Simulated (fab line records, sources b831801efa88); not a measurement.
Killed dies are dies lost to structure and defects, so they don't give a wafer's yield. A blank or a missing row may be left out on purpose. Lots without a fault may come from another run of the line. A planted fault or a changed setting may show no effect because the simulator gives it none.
fab line records | flow sfq_line
record lots=6 wafers=18 last_day=75
route steps=325 shown I0@47 M1@58 I1@73 M2@88 M8@325
lots that met no fault: from a run of the same line without faults
start_h: hours from the record's first day to the start of the lot's first wafer shown | wait_h: hours since the lot's step before | " the same as in the row above | L1.1+2: a row that stands for several wafers | - no value, or no start given | * or withheld: withheld | < > ~ a bound
route shown NAME@n: a module of which the file shows steps, and the number in the route of the first | usual: mean/standard deviation of fault-free wafers | same: alike in all rows | chamber/n: place in a boat | sites: the reading at each site | _std_site: their standard deviation | _edge_site: outer sites' mean less inner sites' | radius_mm: how far each site lies from the wafer's centre | mask NAME#n: copy n | behind: the tool/chamber that last shaped the wafer | hold: why the lot was held/for how many hours/how that ended | device: the transistor (n, p or np) that didn't switch | end of line: the same wafers' tests at the end of the route | a step without rows: its recipe alone | killed: dies lost to structure and defects at the first sort, not the wafer's yield | map: a wafer's dies, x killed, . not, _ none there
set.NAME: the setting as run; set.NAME@STEP: as run at that earlier step | model.NAME: the simulator's own value behind a step, which no gauge read
lots at some steps of the route; a table a step, a row a wafer
services: from which hour (start_h, from the record's first day; less than 0 if before it) a tool's chamber was out of use, for how many hours, and why
## steps
# step SFQ_TRILAYER_I0_VIA_LITHO_COAT_036
# recipe resist=BARC spin_rpm=3000 resist_thk_nm=62
# step SFQ_TRILAYER_I0_VIA_LITHO_COAT_031
# recipe resist=KrF spin_rpm=3000 resist_thk_nm=650
# step SFQ_TRILAYER_I0_VIA_LITHO_SOFTBAKE_035
# recipe temp_c=withheld time_s=withheld resist=KrF
# step SFQ_TRILAYER_I0_VIA_LITHO_EXPOSE_032
# recipe mask_id=I0 na=0.6 source_shape=conventional sigma_outer=0.65 target_cd_nm=500 dose_mj=21.3
# step SFQ_TRILAYER_I0_VIA_LITHO_PEB_034
# recipe peb_temp_c=115 peb_time_s=60 resist=KrF
# step SFQ_TRILAYER_I0_VIA_LITHO_DEVELOP_033
# recipe time_s=60 resist=KrF
# step SFQ_I0_OVL_MEAS_908
# usual I0_OVL=1/5.2
# columns lot.wafer tool chamber start_h wait_h I0_OVL[nm]
L831.1 overlay-02 - 255.48 0.1 3
L831.3 " - " " 1
L831.6 " - " " 7
L832.1 overlay-02 - 265.08 0.1 9
L832.4 " - " " 2
L832.6 " - " " 2
L841.2 overlay-01 - 332.38 0.1 -1
L841.3 " - " " -8
L841.5 " - " " -9
L842.1 overlay-01 - 335.97 0.1 8
L842.3 " - " " 7
L842.4 " - " " 4
L846.2 overlay-02 - 365.98 0.1 0
L846.4 " - " " 3
L846.5 " - " " 5
L849.4 overlay-01 - 405.67 0.1 -4
L849.5 " - " " -10
L849.6 " - " " -3
# step SFQ_TRILAYER_I0_VIA_BARC_OPEN_VIA_ETCH_046
# recipe mask_material=PR chemistry=O2 target_depth_nm=125 target=BARC source_w=500 bias_w=80 pressure_mtorr=30 time_s=41.7
# usual drypump_motor_current_A=5.4/0.36 oes_product_au=0.685/0.0051
# columns lot.wafer tool chamber start_h wait_h drypump_motor_current_A oes_product_au rf_hours_counter_h
L831.1 rie_diel-01 0 255.52 0.0 5.2 0.690 33
L831.3 " 1 " " 5.1 0.687 30
L831.6 " 0 " " 5.2 0.692 -
L832.1 rie_diel-01 3 265.12 0.0 5.4 0.685 131
L832.4 " 0 " " 5.2 0.684 34
L832.6 " 3 " " 5.4 0.682 -
L841.2 rie_diel-04 3 332.41 0.0 4.9 0.689 126
L841.3 " 2 " " 5.3 0.683 18
L841.5 " 2 " " 5.3 0.681 -
L842.1 rie_diel-01 3 336.01 0.0 5.4 0.685 0
L842.3 " 2 " " 5.6 0.683 3
L842.4 " 1 " " 5.1 0.681 31
L846.2 rie_diel-04 2 366.01 0.0 5.3 0.693 18
L846.4 " 1 " " 5.8 0.679 73
L846.5 " 2 " " 5.3 0.687 -
L849.4 rie_diel-02 1 405.71 0.0 5.2 0.688 -
L849.5 " 3 " " 6.0 0.683 -
L849.6 " 2 " " 6.0 0.680 -
# step SFQ_TRILAYER_I0_VIA_ETCH_VIA_ETCH_034
# recipe target=SiO2 stop_on=Nb mask_material=PR taper_deg=20 chemistry=CHF3 target_depth_nm=260 source_w=500 bias_w=80 pressure_mtorr=30 time_s=withheld
# step SFQ_TRILAYER_I0_VIA_STRIP_STRIP_035
# recipe gas=O2 power_w=200 platen_temp_c=40 overash_fraction=0.65 chemistry=O2 pressure_mtorr=50
# step SFQ_TRILAYER_I0_VIA_STRIP_SOLV_CLEAN_036
# recipe chemistry=NMP temp_c=70 time_s=600
# step SFQ_TRILAYER_M1_DEP_PRE_CLEAN_038
# recipe gas=Ar time_s=22.5 bias_v=250
# step SFQ_TRILAYER_M1_DEP_SPUTTER_037
# recipe material=Nb base_pressure_pa=1.33e-06 chamber_pressure_pa=0.1333 substrate_temp_c=20 resputter_cathode_voltage_v=400 target_thk_nm=200 power_w=2000 time_s=133.3
# usual cathode_dc_power_W=2000.0/0.36 throttle_valve_pct=30.0/0.87
# columns lot.wafer tool chamber start_h wait_h cathode_dc_power_W throttle_valve_pct model.Nb_of_TRILAYER_M1_DEP_SPUTTER_037.thk_nm
L831.1 pvd_sputter-04 - 256.48 0.0 2001.0 30.9 200.1
L831.3 " - " " 2000.3 30.1 201.3
L831.6 " - " " 1999.8 29.7 201
L832.1 pvd_sputter-03 - 266.08 0.0 2000.3 30.1 200.3
L832.4 " - " " 1999.7 29.9 200.2
L832.6 " - " " 1999.6 29.1 199.2
L841.2 pvd_sputter-04 - 333.36 0.0 2844.4 29.8 288.7
L841.3 " - " " 2000.6 30.9 204
L841.5 " - " " 1999.7 29.9 202.9
L842.1 pvd_sputter-04 - 337.14 0.0 2843.9 30.2 288.1
L842.3 " - " " 2000.6 30.0 202.9
L842.4 " - " " 2000.4 29.9 203.3
L846.2 pvd_sputter-06 - 366.96 0.0 2000.1 30.9 195.2
L846.4 " - " " 1999.8 31.2 195.5
L846.5 " - " " 2000.2 32.4 197.1
L849.4 pvd_sputter-03 - 406.65 0.0 2000.5 30.0 204.7
L849.5 " - " " 2000.2 30.0 201.8
L849.6 " - " " 1999.5 29.8 203.3
# step SFQ_M1_RS_MEAS_909
# recipe thk_meas_gauge=four-point-probe reads=Nb_of_TRILAYER_M1_DEP_SPUTTER_037
# usual M1_NB_RS=0.885/0.0094
# columns lot.wafer tool chamber start_h wait_h M1_NB_RS[ohm/sq]
L831.1 film_metro-02 - 256.57 0.0 0.885
L831.3 " - " " 0.883
L831.6 " - " " 0.882
L832.1 film_metro-01 - 266.17 0.0 0.888
L832.4 " - " " 0.889
L832.6 " - " " 0.894
L841.2 film_metro-04 - 333.47 0.1 0.615
L841.3 " - " " 0.875
L841.5 " - " " 0.879
L842.1 film_metro-01 - 337.23 0.0 0.615
L842.3 " - " " 0.875
L842.4 " - " " 0.875
L846.2 film_metro-02 - 367.07 0.1 0.910
L846.4 " - " " 0.910
L846.5 " - " " 0.902
L849.4 film_metro-02 - 406.80 0.1 0.865
L849.5 " - " " 0.879
L849.6 " - " " 0.871
# step SFQ_TRILAYER_M1_LITHO_COAT_044
# recipe resist=BARC spin_rpm=3000 resist_thk_nm=62
# step SFQ_TRILAYER_M1_LITHO_COAT_039
# recipe resist=KrF spin_rpm=3000 resist_thk_nm=600
# step SFQ_TRILAYER_M1_LITHO_SOFTBAKE_043
# recipe temp_c=withheld time_s=withheld resist=KrF
# step SFQ_TRILAYER_M1_LITHO_EXPOSE_040
# recipe mask_id=M1 na=0.6 source_shape=conventional sigma_outer=0.65 target_cd_nm=500 dose_mj=14.4
# step SFQ_TRILAYER_M1_LITHO_PEB_042
# recipe peb_temp_c=115 peb_time_s=60 resist=KrF
# step SFQ_TRILAYER_M1_LITHO_DEVELOP_041
# recipe time_s=60 resist=KrF
# step SFQ_M1_OVL_MEAS_911
# usual M1_OVL=2/5.1
# columns lot.wafer tool chamber start_h wait_h M1_OVL[nm]
L831.1 overlay-01 - 326.37 0.1 -1
L831.3 " - " " -8
L831.6 " - " " -3
L832.1 overlay-01 - 337.17 0.1 -1
L832.4 " - " " 6
L832.6 " - " " 0
L841.2 overlay-01 - 422.01 0.1 -1
L841.3 " - " " 4
L841.5 " - " " 1
L842.1 overlay-02 - 426.81 0.1 9
L842.3 " - " " 5
L842.4 " - " " 2
L846.2 overlay-02 - 460.41 0.1 5
L846.4 " - " " 0
L846.5 " - " " 1
L849.4 overlay-02 - 497.62 0.1 -2
L849.5 " - " " 3
L849.6 " - " " -4
# step SFQ_TRILAYER_M1_BARC_OPEN_METAL_ETCH_054
# recipe mask_material=PR chemistry=O2 target_depth_nm=125 target=BARC icp_w=600 bias_w=80 pressure_mtorr=10 time_s=41.7
# step SFQ_TRILAYER_M1_ETCH_METAL_ETCH_042
# recipe target=Nb stop_on=SiO2 mask_material=PR chemistry=Cl2/Ar target_depth_nm=240 icp_w=600 bias_w=80 pressure_mtorr=10 time_s=120
# usual drypump_motor_current_A=5.9/0.34 oes_product_au=0.896/0.007
# columns lot.wafer tool chamber start_h wait_h drypump_motor_current_A oes_product_au rf_hours_counter_h
L831.1 rie_metal-03 0 326.47 0.0 5.8 0.896 96
L831.3 " 0 " " 5.9 0.900 -
L831.6 " 1 " " 6.0 0.902 -
L832.1 rie_metal-04 1 337.33 0.1 5.4 0.890 138
L832.4 " 1 " " 5.4 0.896 -
L832.6 " 1 " " 5.5 0.888 -
L841.2 rie_metal-03 1 422.10 0.0 5.9 1.006 156
L841.3 " 0 " " 5.9 0.912 -
L841.5 " 1 " " 6.0 0.901 -
L842.1 rie_metal-02 0 426.90 0.0 5.6 1.001 46
L842.3 " 0 " " 5.6 0.899 -
L842.4 " 1 " " 6.3 0.903 -
L846.2 rie_metal-04 0 460.50 0.0 6.4 0.889 20
L846.4 " 0 " " 6.4 0.875 -
L846.5 " 1 " " 5.4 0.890 -
L849.4 rie_metal-04 1 497.74 0.1 5.4 0.909 -
L849.5 " 1 " " 5.4 0.901 -
L849.6 " 0 " " 6.4 0.908 -
# step SFQ_TRILAYER_M1_STRIP_STRIP_043
# recipe gas=O2 power_w=200 platen_temp_c=40 overash_fraction=0.65 chemistry=O2 pressure_mtorr=50
# usual drypump_motor_current_A=5.9/0.35 oes_product_au=1.001/0.0065
# columns lot.wafer tool chamber start_h wait_h drypump_motor_current_A oes_product_au rf_hours_counter_h
L831.1 rie_metal-03 0 326.59 0.1 5.9 0.997 96
L831.3 " 0 " " 5.9 0.988 -
L831.6 " 1 " " 6.0 0.997 -
L832.1 rie_metal-04 1 337.58 0.2 5.4 1.005 138
L832.4 " 1 " " 5.5 1.001 -
L832.6 " 1 " " 5.4 0.997 -
L841.2 rie_metal-03 1 422.23 0.1 5.9 0.989 156
L841.3 " 0 " " 5.8 1.009 -
L841.5 " 1 " " 6.0 1.006 -
L842.1 rie_metal-02 0 427.03 0.1 5.6 0.998 47
L842.3 " 0 " " 5.6 1.000 -
L842.4 " 1 " " 6.3 0.999 -
L846.2 rie_metal-04 0 460.63 0.1 6.4 1.004 20
L846.4 " 0 " " 6.4 1.004 -
L846.5 " 1 " " 5.4 0.990 -
L849.4 rie_metal-04 1 498.03 0.2 5.4 0.995 -
L849.5 " 1 " " 5.4 0.991 -
L849.6 " 0 " " 6.4 1.001 -
# step SFQ_TRILAYER_M1_STRIP_SOLV_CLEAN_044
# recipe chemistry=NMP temp_c=70 time_s=600
# step SFQ_TRILAYER_I1_DEP_PECVD_045
# recipe material=SiO2 temp_c=150 time_s=111.11 pressure_torr=2.4 rf_w=183.3 precursor=SiH4/N2O target_thk_nm=500
# usual heater_power_w=83/16 showerhead_vpp_V=812/57 susceptor_temp_C=150.01/0.14 throttle_valve_pct=25.1/0.9
# columns lot.wafer tool chamber start_h wait_h heater_power_w showerhead_vpp_V susceptor_temp_C throttle_valve_pct
L831.1 pecvd-02 1 327.54 0.0 76 865 150.04 24.7
L831.3 " 0 " " 83 775 149.95 25.4
L831.6 " 0 " " 85 765 149.99 25.0
L832.1 pecvd-04 2 338.95 0.0 64 798 150.39 23.0
L832.4 " 0 " " 69 818 149.82 25.7
L832.6 " 1 " " 77 878 150.24 24.4
L841.2 pecvd-02 2 423.00 0.0 124 719 150.12 26.3
L841.3 " 0 " " 89 791 150.15 25.0
L841.5 " 1 " " 76 877 150.00 24.9
L842.1 pecvd-02 1 427.82 0.0 77 871 150.05 24.6
L842.3 " 0 " " 90 772 149.98 25.1
L842.4 " 2 " " 125 716 149.80 26.1
L846.2 pecvd-04 0 461.42 0.0 82 863 149.96 25.7
L846.4 " 2 " " 64 797 150.01 22.9
L846.5 " 0 " " 83 839 149.95 26.0
L849.4 pecvd-01 2 498.66 0.0 72 789 150.09 25.3
L849.5 " 1 " " 78 812 150.06 24.5
L849.6 " 0 " " 75 888 150.14 26.3
# step SFQ_TRILAYER_I1_CMP_CMP_046
# recipe material=SiO2 down_force_psi=3 platen_rpm=60 pad_velocity_m_s=0.94248
# usual motor_current_A=10.5/0.95 slurry_filter_dp_kPa=13.50/0.14 slurry_flow_ml_min=150.0/0.41 time_to_endpoint_s=218/7.7
# columns lot.wafer tool chamber start_h wait_h motor_current_A slurry_filter_dp_kPa slurry_flow_ml_min time_to_endpoint_s
L831.3 cmp-01 1 330.92 3.3 10.2 13.74 149.6 209
L831.1 " 3 331.92 4.3 13.1 13.50 150.2 215
L831.6 " 2 333.42 5.8 9.3 13.38 150.3 214
L832.1 cmp-02 0 341.77 2.8 11.3 13.42 150.0 234
L832.4 " 1 " " 10.1 13.48 150.2 222
L832.6 " 1 344.27 5.2 10.7 13.42 150.6 229
L841.3 cmp-02 0 425.33 2.3 11.2 13.70 150.8 228
L841.2 " 1 " " 10.6 13.33 149.4 224
L841.5 " 0 427.33 4.2 11.3 13.55 150.6 241
L842.4 cmp-01 2 429.68 1.8 9.6 13.59 150.3 217
L842.1 " 3 " " 12.4 13.22 149.7 217
L842.3 " 1 431.18 3.3 9.6 13.57 150.1 207
L846.2 cmp-02 1 463.18 1.7 10.1 13.43 150.4 220
L846.4 " 3 464.18 2.7 9.3 13.46 150.0 224
L846.5 " 1 465.18 3.7 10.7 13.52 150.1 221
L849.4 cmp-02 3 499.70 1.0 9.2 13.25 150.1 217
L849.5 " 1 500.70 2.0 11.0 13.21 150.3 219
L849.6 " 2 " " 10.3 13.59 150.2 236
# step SFQ_I1_BOW_MEAS_912
# recipe mode=bow
# usual I1_BOW=0/7
# columns lot.wafer tool chamber start_h wait_h I1_BOW[um]
L831.1 film_metro-03 - 333.92 1.5 -1
L831.3 " - " " 5
L831.6 " - " " -3
L832.1 film_metro-03 - 344.77 2.5 -13
L832.4 " - " " -7
L832.6 " - " " -9
L841.2 film_metro-04 - 428.35 2.0 -6
L841.3 " - " " -3
L841.5 " - " " -4
L842.1 film_metro-01 - 432.68 2.0 -2
L842.3 " - " " 4
L842.4 " - " " 6
L846.2 film_metro-01 - 465.70 2.0 0
L846.4 " - " " -5
L846.5 " - " " 5
L849.4 film_metro-03 - 501.76 1.6 -10
L849.5 " - " " 6
L849.6 " - " " -3
# step SFQ_TRILAYER_I1_METRO_MEASURE_047
# step SFQ_TRILAYER_I1_VIA_LITHO_COAT_054
# recipe resist=BARC spin_rpm=3000 resist_thk_nm=62
# step SFQ_TRILAYER_I1_VIA_LITHO_COAT_049
# recipe resist=KrF spin_rpm=3000 resist_thk_nm=650
# step SFQ_TRILAYER_I1_VIA_LITHO_SOFTBAKE_053
# recipe temp_c=withheld time_s=withheld resist=KrF
# step SFQ_TRILAYER_I1_VIA_LITHO_EXPOSE_050
# recipe mask_id=I1 na=0.6 source_shape=conventional sigma_outer=0.65 target_cd_nm=500 dose_mj=21.3
# step SFQ_TRILAYER_I1_VIA_LITHO_PEB_052
# recipe peb_temp_c=115 peb_time_s=60 resist=KrF
# step SFQ_TRILAYER_I1_VIA_LITHO_DEVELOP_051
# recipe time_s=60 resist=KrF
# step SFQ_I1_OVL_MEAS_913
# usual I1_OVL=1/6.5
# columns lot.wafer tool chamber start_h wait_h I1_OVL[nm]
L831.1 overlay-02 - 424.41 0.1 12
L831.3 " - " " 11
L831.6 " - " " -2
L832.1 overlay-02 - 435.21 0.1 -12
L832.4 " - " " -3
L832.6 " - " " -6
L841.2 overlay-02 - 531.17 0.1 1
L841.3 " - " " 4
L841.5 " - " " 3
L842.1 overlay-02 - 532.36 0.1 -4
L842.3 " - " " -6
L842.4 " - " " -1
L846.2 overlay-01 - 570.95 0.1 -3
L846.4 " - " " -4
L846.5 " - " " 2
L849.4 overlay-01 - 612.05 0.1 0
L849.5 " - " " 1
L849.6 " - " " 1
# step SFQ_TRILAYER_I1_VIA_BARC_OPEN_VIA_ETCH_071
# recipe mask_material=PR chemistry=O2 target_depth_nm=125 target=BARC source_w=500 bias_w=80 pressure_mtorr=30 time_s=41.7
# usual drypump_motor_current_A=5.5/0.36 oes_product_au=0.686/0.0048
# columns lot.wafer tool chamber start_h wait_h drypump_motor_current_A oes_product_au rf_hours_counter_h
L831.1 rie_diel-03 1 424.44 0.0 5.4 0.682 11
L831.3 " 3 " " 6.2 0.685 56
L831.6 " 0 " " 6.0 0.679 -
L832.1 rie_diel-01 3 435.24 0.0 5.4 0.683 2
L832.4 " 0 " " 5.2 0.689 37
L832.6 " 0 " " 5.2 0.698 -
L841.2 rie_diel-04 3 531.20 0.0 4.9 0.692 0
L841.3 " 0 " " 4.9 0.689 5
L841.5 " 0 " " 5.0 0.685 -
L842.1 rie_diel-03 3 532.40 0.0 6.2 0.684 58
L842.3 " 0 " " 6.0 0.687 74
L842.4 " 2 " " 5.5 0.687 4
L846.2 rie_diel-04 1 570.98 0.0 5.8 0.684 78
L846.4 " 0 " " 5.0 0.688 6
L846.5 " 2 " " 5.3 0.685 -
L849.4 rie_diel-01 1 612.06 0.0 5.2 0.696 37
L849.5 " 3 " " 5.4 0.686 -
L849.6 " 0 " " 5.2 0.679 -
# step SFQ_TRILAYER_I1_VIA_ETCH_VIA_ETCH_052
# recipe target=SiO2 stop_on=Nb mask_material=PR taper_deg=20 chemistry=CHF3 target_depth_nm=260 source_w=500 bias_w=80 pressure_mtorr=30 time_s=withheld
# step SFQ_TRILAYER_I1_VIA_STRIP_STRIP_053
# recipe gas=O2 power_w=200 platen_temp_c=40 overash_fraction=0.65 chemistry=O2 pressure_mtorr=50
# step SFQ_TRILAYER_I1_VIA_STRIP_SOLV_CLEAN_054
# recipe chemistry=NMP temp_c=70 time_s=600
# step SFQ_TRILAYER_M2_DEP_PRE_CLEAN_056
# recipe gas=Ar time_s=22.5 bias_v=250
# step SFQ_M8_BOW_MEAS_951
# recipe mode=bow
# usual M8_BOW=9/9.8
# columns lot.wafer tool chamber start_h wait_h M8_BOW[um] model.etest.m1.comb_log10_ohm model.etest.m1.ohm_sq
L831.1 film_metro-03 - 1724.65 0.0 6 12 0.8879
L831.3 " - " " 11 12 0.883
L831.6 " - " " 3 12 0.884
L832.1 film_metro-02 - 1728.24 0.0 -1 12 0.8873
L832.4 " - " " 5 12 0.8878
L832.6 " - " " 1 12 0.8921
L841.2 film_metro-04 - 1747.24 0.0 -17 0 0.6155
L841.3 " - " " -15 12 0.8712
L841.5 " - " " -16 12 0.8758
L842.1 film_metro-03 - 1748.42 0.0 13 0 0.6169
L842.3 " - " " 19 12 0.876
L842.4 " - " " 22 12 0.874
L846.2 film_metro-02 - 1764.79 0.0 18 12 0.9106
L846.4 " - " " 13 12 0.9092
L846.5 " - " " 24 12 0.9018
L849.4 film_metro-04 - 1809.51 0.1 -4 12 0.8683
L849.5 " - " " 12 12 0.8806
L849.6 " - " " 4 12 0.874
## services
# columns tool chamber start_h hours kind
cmp-02 - 235.84 4.0 pm
cmp-02 - 261.07 5.7 pm
rie_diel-04 0 262.68 6.4 repair
rie_metal-04 1 263.21 12.3 repair
cmp-02 - 280.67 1.0 repair
rie_diel-04 1 307.20 5.0 repair
rie_diel-04 - 326.57 2.8 pm
rie_diel-04 - 330.79 0.2 repair
rie_diel-04 - 333.22 0.3 repair
rie_diel-04 1 336.11 2.6 repair
rie_diel-01 - 337.45 5.0 repair
rie_diel-04 - 339.13 0.5 repair
rie_metal-03 1 354.09 18.4 repair
rie_diel-04 3 356.21 2.4 repair
rie_diel-04 3 370.50 132.0 repair
rie_diel-01 0 416.86 7.0 repair
rie_metal-04 - 422.13 2.8 pm
rie_diel-04 0 429.14 8.5 repair
cmp-02 - 442.35 0.5 repair
rie_diel-04 1 480.14 13.5 repair
rie_metal-04 0 521.61 29.2 repair
rie_metal-04 - 525.75 1.4 pm
rie_diel-01 1 594.23 10.3 repair
rie_diel-01 - 604.91 2.8 pm
## key
first_sign step=SFQ_TRILAYER_M1_DEP_SPUTTER_037 reading=cathode_dc_power_W direction=up sigmas=99+ usual=2000.0 struck=2844.2
effect step=SFQ_M1_RS_MEAS_909 reading=M1_NB_RS direction=down sigmas=29 usual=0.885 struck=0.615
effect step=SFQ_TRILAYER_M1_ETCH_METAL_ETCH_042 reading=oes_product_au direction=up sigmas=15 usual=0.896 struck=1.004
model_effect step=SFQ_TRILAYER_M1_DEP_SPUTTER_037 value=Nb_of_TRILAYER_M1_DEP_SPUTTER_037.thk_nm without=204 struck=288.4
model_effect step=SFQ_M8_BOW_MEAS_951 value=etest.m1.comb_log10_ohm without=12 struck=0
met_at SFQ_TRILAYER_M1_DEP_SPUTTER_037
struck_wafers L841.2,L842.1
onset_between 256.48 333.36
fault kind=process_parameter_drift tool=pvd_sputter-04 chamber=- onset_h=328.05 steps=SFQ_TRILAYER_M1_DEP_SPUTTER_037 channel=power_w offset=843.62 shape=step end_h=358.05 acts_in=these_recipes_only stated=2000 scope=struck_wafers_only
